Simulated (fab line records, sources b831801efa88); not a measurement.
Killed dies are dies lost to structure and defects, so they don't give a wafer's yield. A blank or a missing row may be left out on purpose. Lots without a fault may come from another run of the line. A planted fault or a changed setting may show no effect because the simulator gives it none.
Which tool did it? | flow sky130 | 12 lots, 36 wafers sampled, at 4 steps of a route of 708

WHAT THE GAUGES READ, wafer by wafer
The record holds no reading of a measuring or inspecting step that can be judged against a usual standard deviation.

WHICH TOOL RAN EACH LOT (tool, then ch and the chambers of the sampled wafers, then the start)
lot  | SKY_VIA1_SPUTTER_20          | SKY_METAL2_SPUTTER_04        | SKY_METAL3_SPUTTER_01        | SKY_CAPM_CVD_00
L309 | pvd_sputter-02, day 33 10:16 | pvd_sputter-04, day 33 11:00 | pvd_sputter-04, day 35 20:35 | pecvd-01 ch 0,1,2, day 35 20:43
L311 | pvd_sputter-02, day 34 12:00 | pvd_sputter-03, day 34 12:44 | pvd_sputter-04, day 36 20:58 | pecvd-01 ch 0,1,2, day 36 21:06
L313 | pvd_sputter-02, day 35 08:41 | pvd_sputter-03, day 35 09:25 | pvd_sputter-02, day 37 17:33 | pecvd-01 ch 0,1, day 37 17:41
L315 | pvd_sputter-02, day 35 18:55 | pvd_sputter-03, day 35 19:38 | pvd_sputter-03, day 38 02:02 | pecvd-03 ch 0,2, day 38 02:10
L316 | pvd_sputter-04, day 36 03:52 | pvd_sputter-03, day 36 04:35 | pvd_sputter-02, day 38 11:44 | pecvd-01 ch 0,1,2, day 38 11:52
L324 | pvd_sputter-02, day 39 00:30 | pvd_sputter-04, day 39 01:22 | pvd_sputter-03, day 41 05:34 | pecvd-01 ch 1,2, day 41 05:42
L325 | pvd_sputter-04, day 39 03:52 | pvd_sputter-03, day 39 04:35 | pvd_sputter-02, day 41 08:37 | pecvd-01 ch 0,1, day 41 08:44
L326 | pvd_sputter-02, day 39 07:34 | pvd_sputter-01, day 39 08:17 | pvd_sputter-04, day 41 12:05 | pecvd-01 ch 0,1, day 41 12:13
L327 | pvd_sputter-02, day 39 11:07 | pvd_sputter-03, day 39 11:50 | pvd_sputter-04, day 41 16:01 | pecvd-02 ch 1,2, day 41 16:09
L330 | pvd_sputter-01, day 40 10:47 | pvd_sputter-03, day 40 11:30 | pvd_sputter-02, day 42 14:13 | pecvd-01 ch 0,2, day 42 14:20
L331 | pvd_sputter-04, day 40 21:32 | pvd_sputter-03, day 40 22:16 | pvd_sputter-03, day 43 00:50 | pecvd-02 ch 0,2, day 43 00:59
L332 | pvd_sputter-01, day 41 02:28 | pvd_sputter-01, day 41 03:11 | pvd_sputter-03, day 43 04:38 | pecvd-01 ch 0,2, day 43 04:46
- SKY_VIA1_SPUTTER_20: material TiN, target thk 20 nm, time 80 s.
- SKY_METAL2_SPUTTER_04: material TiN, target thk 70 nm, time 58.3 s.
- SKY_METAL3_SPUTTER_01: material TiN, target thk 20 nm, time 16.7 s.
- SKY_CAPM_CVD_00: deposits SiO2, target thk 15.5 nm.

WHAT THE TOOLS THEMSELVES READ (means of the sampled wafers that have a number; where no wafer has one, the mark that the record gives instead)
SKY_VIA1_SPUTTER_20. Usual: cathode_dc_power_W 4000.1 W, standard deviation 0.75; chamber_pressure_pa 5.002 Pa, standard deviation 0.0096; throttle_valve_pct 29.8 %, standard deviation 1.1.
lot  | tool           | cathode_dc_power_W (W) | chamber_pressure_pa (Pa) | throttle_valve_pct (%) | flag
L309 | pvd_sputter-02 | 4000.2                 | 4.999                    | 30.3                   |
L311 | pvd_sputter-02 | 4000.2                 | 4.997                    | 29.4                   |
L313 | pvd_sputter-02 | 4000.3                 | 5.008                    | 30.2                   |
L315 | pvd_sputter-02 | 3999.9                 | 5.002                    | 30.6                   |
L316 | pvd_sputter-04 | 4000.1                 | 5.001                    | 29.0                   |
L324 | pvd_sputter-02 | 3999.8                 | 4.995                    | 30.3                   |
L325 | pvd_sputter-04 | 4000.2                 | 4.989                    | 29.9                   |
L326 | pvd_sputter-02 | 3999.8                 | 5.005                    | 30.5                   |
L327 | pvd_sputter-02 | 4000.2                 | 5.005                    | 29.4                   |
L330 | pvd_sputter-01 | 3999.5                 | 5.004                    | 28.8                   |
L331 | pvd_sputter-04 | 4000.7                 | 4.990                    | 28.9                   |
L332 | pvd_sputter-01 | 4000.2                 | 5.004                    | 28.9                   |

SKY_METAL2_SPUTTER_04. Usual: cathode_dc_power_W 6500.0 W, standard deviation 1.2; chamber_pressure_pa 0.3999 Pa, standard deviation 0.00084; throttle_valve_pct 30.0 %, standard deviation 1.1.
lot  | tool           | cathode_dc_power_W (W) | chamber_pressure_pa (Pa) | throttle_valve_pct (%) | flag
L309 | pvd_sputter-04 | 6499.6                 | 0.4002                   | 28.9                   |
L311 | pvd_sputter-03 | 6499.4                 | 0.4002                   | 30.6                   |
L313 | pvd_sputter-03 | 6500.7                 | 0.4002                   | 30.2                   |
L315 | pvd_sputter-03 | 6498.7                 | 0.4003                   | 30.3                   |
L316 | pvd_sputter-03 | 6500.3                 | 0.3999                   | 30.8                   |
L324 | pvd_sputter-04 | 6499.1                 | 0.3994                   | 29.5                   |
L325 | pvd_sputter-03 | 6500.5                 | 0.4010                   | 29.4                   |
L326 | pvd_sputter-01 | 6500.0                 | 0.3995                   | 29.5                   |
L327 | pvd_sputter-03 | 6501.2                 | 0.3996                   | 30.3                   |
L330 | pvd_sputter-03 | 6498.7                 | 0.3997                   | 30.8                   |
L331 | pvd_sputter-03 | 6499.5                 | 0.4002                   | 30.2                   |
L332 | pvd_sputter-01 | 6500.4                 | 0.3994                   | 29.5                   |

SKY_METAL3_SPUTTER_01. Usual: cathode_dc_power_W 6500.0 W, standard deviation 1.1; chamber_pressure_pa 0.4000 Pa, standard deviation 0.00087; throttle_valve_pct 30.0 %, standard deviation 1.1.
lot  | tool           | cathode_dc_power_W (W) | chamber_pressure_pa (Pa) | throttle_valve_pct (%) | flag
L309 | pvd_sputter-04 | 6500.0                 | 0.3993                   | 30.0                   |
L311 | pvd_sputter-04 | 6499.7                 | 0.3998                   | 29.3                   |
L313 | pvd_sputter-02 | 6500.0                 | 0.4004                   | 30.2                   |
L315 | pvd_sputter-03 | 6499.8                 | 0.3999                   | 30.1                   |
L316 | pvd_sputter-02 | 6501.2                 | 0.3993                   | 30.1                   |
L324 | pvd_sputter-03 | -                      | -                        | -                      | OFF
L325 | pvd_sputter-02 | -                      | -                        | -                      | OFF
L326 | pvd_sputter-04 | -                      | -                        | -                      | OFF
L327 | pvd_sputter-04 | 6500.8                 | 0.3999                   | 31.4                   |
L330 | pvd_sputter-02 | 6500.5                 | 0.4002                   | 29.4                   |
L331 | pvd_sputter-03 | 6500.2                 | 0.4005                   | 30.7                   |
L332 | pvd_sputter-03 | 6501.2                 | 0.4004                   | 30.1                   |

SKY_CAPM_CVD_00. Usual: heater_power_w 707 W, standard deviation 110; susceptor_temp_C 399.98 C, standard deviation 0.21.
lot  | tool     | heater_power_w (W) | susceptor_temp_C (C) | flag
L309 | pecvd-01 | 746                | 399.97               |
L311 | pecvd-01 | 745                | 400.19               |
L313 | pecvd-01 | 704                | 399.73               |
L315 | pecvd-03 | 654                | 400.14               |
L316 | pecvd-01 | 690                | 400.16               |
L324 | pecvd-01 | 692                | 400.00               |
L325 | pecvd-01 | 762                | 399.98               |
L326 | pecvd-01 | 772                | 400.08               |
L327 | pecvd-02 | 578                | 399.87               |
L330 | pecvd-01 | 638                | 400.05               |
L331 | pecvd-02 | 703                | 400.25               |
L332 | pecvd-01 | 767                | 400.01               |

THE ANSWER, worked out from the rows above alone
Rule: a lot is off if the mean of its wafers that have a number lies more than 3 standard deviations from the usual mean. A lot without any number at a reading at which 4 lots or more have one is off too. The other lots that the step has rows for count as sound. The gauges are gone through in route order, then the tools' own readings, and for those a lot's mean is taken as printed above. The first step at which some lot is off is used, and at that step the reading that is off furthest; a lot without a number counts as furthest.
Off: L324, L325, L326, at SKY_METAL3_SPUTTER_01 (cathode_dc_power_W). Without a number there: L324, L325, L326.
A tool fits if, at that step or a process step before it, it ran every lot that is off, and no sound lot after the first of them. None of those tried fits.

WHAT THE SIMULATOR HAD PUT IN
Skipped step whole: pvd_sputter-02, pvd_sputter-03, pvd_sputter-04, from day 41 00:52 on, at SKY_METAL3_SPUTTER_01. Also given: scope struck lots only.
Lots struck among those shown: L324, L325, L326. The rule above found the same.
